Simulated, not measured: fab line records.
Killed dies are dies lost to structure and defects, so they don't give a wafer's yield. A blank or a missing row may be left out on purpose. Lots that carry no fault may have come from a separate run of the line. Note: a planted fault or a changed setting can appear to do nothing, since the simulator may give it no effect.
Code-filled problem report in 8D (eight disciplines) form + flow sky130 + the parts of the form that need people (team, actions taken, sign-off) are left out

== 1. THE ISSUE ==
Across 6 wafers from 2 lots, SD_P_TW at SKY_SD_P_TW_MEAS_11 averages 3026, while fault-free wafers read 2807 with a standard deviation of 22. Relative to the usual mean, that is a shift of +10 standard deviations.
Seen first at day 29 20:00 on film-metro-04, wafer L489.2. The record holds 30 wafers of 10 lots with a number at this step. Rule for "out", or "out of limits": more than 4 standard deviations from the usual mean. Any other wafer with a number is counted as sound.

== 2. WHAT THIS IS AND IS NOT ==
| question                    | is                           | is not                                                                                      |
|-----------------------------|------------------------------|---------------------------------------------------------------------------------------------|
| which readings at this step | SD_P_TW                      | -                                                                                           |
| which lots                  | L489, L490                   | L478, L479, L481, L493, L494, L498, L499, L500                                              |
| which wafers of those lots  | all that have a number       | -                                                                                           |
| read on which gauges        | film-metro-02, film-metro-04 | film-metro-01                                                                               |
| when                        | from day 29 20:00            | up to then (9 sound wafers); but 15 sound wafers of L493, L494, L498, L499, L500 came after |

== 3. THE SUSPECTS, EACH WITH WHAT RULES IT OUT ==
Counting: a tool at a process step up to the reading stays a suspect if it ran every lot that is out and no sound lot after the first of them.
- ruled out: the gauge at SKY_SD_P_TW_MEAS_11. Those wafers that are out were read across 2 gauges (film-metro-02, film-metro-04).
- implanter-03 at SKY_SD_P_IMPLANT_09: kept. It processed each lot that is out, first L489 at day 29 19:46, and no sound lot thereafter; up to then, the last sound lot it processed was L481 at day 27 01:57. On those wafers its own readings are out: beam-energy-keV.
Remaining after the count: implanter-03 at SKY_SD_P_IMPLANT_09.

== 4. THE CAUSE (what the simulator had put in) ==
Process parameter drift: implanter-03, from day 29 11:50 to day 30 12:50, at SKY_SD_P_IMPLANT_09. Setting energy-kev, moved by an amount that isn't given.
After counting, this tool was the only one left.

== 5. SEQUENCE OF EFFECTS, ordered by route ==
Rows list readings where the struck wafers' mean (over those with a number) sits beyond 3 standard deviations from the usual. Only readings whose record carries a usual standard deviation are examined. hours: median over the lots of the time between each lot's start at the first step of this table that gives one and its start at this step. sigmas: the change, counted in usual standard deviations.
| hours | step                | reading                  | usual        | on struck wafers | change | sigmas      |
|-------|---------------------|--------------------------|--------------|------------------|--------|-------------|
| 0     | SKY_SD_P_IMPLANT_09 | beam-energy-keV          | 19.999       | 26.331           | +6.332 | +99 or more |
| 0     | SKY_SD_P_STRIP_10   | oes-product-au           | 0.618 a.u.   | 0.599            | -0.019 | -3.9        |
| 0     | SKY_SD_P_STRIP_10   | strip-time-to-endpoint-s | 17.51 s      | 18.46            | +0.95  | +24         |
| 0     | SKY_SD_P_TW_MEAS_11 | SD_P_TW                  | 2807         | 3026             | +219   | +10         |
| 56    | SKY_SD_N_RS_MEAS_17 | SD_P_RS                  | 147.3 ohm/sq | 128.8            | -18.5  | -47         |
Its process steps:
- SKY_SD_P_IMPLANT_09
- SKY_SD_P_STRIP_10: strips in O2/N2.
At these later measuring or inspecting steps, every struck wafer for which the step has a row has a number for every such reading, and none has moved that far: SKY_LI_CONTACT_BOW_MEAS_03.

== 6. WHAT WOULD HAVE CAUGHT IT SOONER ==
The first out-of-limits reading at a measuring or inspecting step in this record came at day 29 20:00, 8 hours after the fault's start at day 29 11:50.
At SKY_SD_P_IMPLANT_09, the tool's own readings (beam-energy-keV) were out on each struck wafer the step has a row for, so an alarm limit on them would have fired on the first such wafer.
Lots out: 2; of these, L490 started SKY_SD_P_IMPLANT_09 on implanter-03 after day 29 20:00. It would have been spared by a hold on the tool at that moment.
